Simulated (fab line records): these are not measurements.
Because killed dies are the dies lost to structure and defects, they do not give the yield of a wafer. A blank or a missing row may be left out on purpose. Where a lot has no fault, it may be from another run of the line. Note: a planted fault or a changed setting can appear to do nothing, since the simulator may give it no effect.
Chamber matching ; flow sky130 ; rie_diel-03 running SKY_SONOS_ONO_ETCH_15: 4 sister chambers
The step etches the open film in CHF3/O2, target depth 19.52 nm, time 7.8 s. 4 wafers are shown with their chamber, then 8 later ones without.

## WAFERS, EACH WITH ITS CHAMBER
wafer;chamber;drypump_motor_current_A (A)
L405.1;3;5.9
L405.3;1;6.4
L405.6;2;5.7
L409.2;0;6.4

## WAFERS WITHOUT THEIR CHAMBER
wafer;drypump_motor_current_A (A)
L409.4;6.5
L409.6;6.3
L418.2;6.3
L418.4;6.4
L418.6;6.3
L419.2;5.7
L419.4;6.5
L419.6;6.5

## WHICH CHAMBER EACH WENT THROUGH
wafer;from the rows above;in truth
L409.4;can't be placed: 0 or 1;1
L409.6;can't be placed: 0 or 1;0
L418.2;can't be placed: 0 or 1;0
L418.4;can't be placed: 0 or 1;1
L418.6;can't be placed: 0 or 1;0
L419.2;2;2
L419.4;can't be placed: 0 or 1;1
L419.6;can't be placed: 0 or 1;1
Correctly placed: 1 of 8. From these rows, 7 cannot be placed; in 7 the true chamber is one of the candidates. Placed wrongly: 0.
How it was worked out, from the rows above alone: a wafer's distance from a chamber is the root of the sum, over the readings, of the square of ((its reading less the chamber's mean) divided by the reading's scatter). The wafer belongs to the nearest chamber; if the next one is less than 2 further off, it can't be placed. The mean given for a chamber averages the wafers shown for that chamber. The scatter: root of mean squared gap, hidden wafer to nearest shown wafer, with one shown wafer a chamber.
